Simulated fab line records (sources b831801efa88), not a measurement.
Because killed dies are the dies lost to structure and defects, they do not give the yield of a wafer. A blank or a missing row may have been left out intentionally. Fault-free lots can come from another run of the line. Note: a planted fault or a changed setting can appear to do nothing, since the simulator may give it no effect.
The tool behind it: which one? | flow gf180mcu | Sampling: 15 lots, 45 wafers, 2 of 602 route steps

== WHAT EACH GAUGE READ, for each wafer ==
GF_V2_THK_MEAS_03. Usual: V2_CVD_02_THK 852 nm, standard deviation 11.
lot  | measured     | on           | V2_CVD_02_THK (nm) | flag
L790 | day 19 12:55 | filmMetro-01 | 859 861 866        | 
L791 | day 20 05:02 | filmMetro-04 | 858 851 874        | 
L792 | day 20 09:46 | filmMetro-04 | 830 829 852        | 
L793 | day 20 20:19 | filmMetro-03 | 837 839 863        | 
L794 | day 21 06:25 | filmMetro-04 | 856 856 861        | 
L795 | day 21 08:49 | filmMetro-04 | 855 847 858        | 
L802 | day 23 21:02 | filmMetro-04 | 855 862 845        | 
L803 | day 24 10:46 | filmMetro-01 | 869 857 850        | 
L804 | day 24 17:50 | filmMetro-03 | 851 835 864        | 
L806 | day 25 07:56 | filmMetro-01 | 862 847 866        | 
L807 | day 25 14:40 | filmMetro-01 | 838 849 869        | 
L809 | day 26 07:49 | filmMetro-04 | 836 849 843        | 
L810 | day 26 11:40 | filmMetro-03 | 851 863 862        | 
L811 | day 26 18:26 | filmMetro-03 | 859 848 863        | 
L812 | day 27 10:25 | filmMetro-04 | 851 842 851        | 

== TOOL THAT RAN EACH LOT (tool first, then ch and the chambers of the sampled wafers, then the start) ==
lot  | GF_M2_METAL_ETCH_16
L790 | rieMetal-04 ch 0, day 19 12:03
L791 | rieMetal-02 ch 1, day 20 04:04
L792 | rieMetal-01 ch 0,1, day 20 08:51
L793 | rieMetal-01 ch 0,1, day 20 19:19
L794 | rieMetal-01 ch 0,1, day 21 05:28
L795 | rieMetal-01 ch 0,1, day 21 07:57
L802 | rieMetal-01 ch 0,1, day 23 20:07
L803 | rieMetal-04 ch 0,1, day 24 09:55
L804 | rieMetal-01 ch 0,1, day 24 16:59
L806 | rieMetal-01 ch 0,1, day 25 07:04
L807 | rieMetal-04 ch 0,1, day 25 13:47
L809 | rieMetal-02 ch 0,1, day 26 06:57
L810 | rieMetal-04 ch 0,1, day 26 10:48
L811 | rieMetal-01 ch 0,1, day 26 17:32
L812 | rieMetal-01 ch 0,1, day 27 09:23
- GF_M2_METAL_ETCH_16: etches the open film in Cl2/BCl3, stops on SiO2, target depth 750.8 nm, time 125.1 s.

== WHAT THE TOOLS THEMSELVES READ (means of the sampled wafers that have a number; where no wafer has one, the mark that the record gives instead) ==
GF_M2_METAL_ETCH_16. Usual: drypumpMotorCurrentA 5.5 A, standard deviation 0.53; oesProductAu 0.992 a.u., standard deviation 0.0054; throttleValvePct 28.228 %, standard deviation 0.01.
lot  | tool        | drypumpMotorCurrentA (A) | oesProductAu (a.u.) | throttleValvePct (%) | flag
L790 | rieMetal-04 | 6.2                      | 0.990               | 28.216               | 
L791 | rieMetal-02 | 5.7                      | 0.984               | 28.247               | 
L792 | rieMetal-01 | 5.2                      | 0.994               | 28.227               | 
L793 | rieMetal-01 | 5.2                      | 0.992               | 28.228               | 
L794 | rieMetal-01 | 5.2                      | 0.988               | 28.231               | 
L795 | rieMetal-01 | 5.2                      | 0.995               | 28.225               | 
L802 | rieMetal-01 | 5.2                      | 0.995               | 28.222               | 
L803 | rieMetal-04 | 5.7                      | 0.994               | 28.228               | 
L804 | rieMetal-01 | 5.2                      | 0.993               | 28.237               | 
L806 | rieMetal-01 | 5.2                      | 0.992               | 28.231               | 
L807 | rieMetal-04 | 5.4                      | 0.988               | 28.234               | 
L809 | rieMetal-02 | 6.0                      | 0.986               | 28.229               | 
L810 | rieMetal-04 | 5.8                      | 0.994               | 28.228               | 
L811 | rieMetal-01 | 5.2                      | 0.991               | 28.224               | 
L812 | rieMetal-01 | 5.2                      | 0.993               | 28.225               | 

== THE ANSWER, worked out from the rows above alone ==
Rule: a lot is off if the mean of its wafers that have a number lies more than 3 standard deviations from the usual mean. Also off: a lot with no number at a reading for which 4 or more lots have one. The other lots that the step has rows for count as sound. The gauges are gone through in route order, then the tools' own readings, and for those a lot's mean is taken as printed above. At the first step where some lot is off, the reading lying furthest off is the one used; lots without a number count as furthest.
None of the lots is off at any reading shown; this tells nothing.

== WHAT THE SIMULATOR HAD PUT IN ==
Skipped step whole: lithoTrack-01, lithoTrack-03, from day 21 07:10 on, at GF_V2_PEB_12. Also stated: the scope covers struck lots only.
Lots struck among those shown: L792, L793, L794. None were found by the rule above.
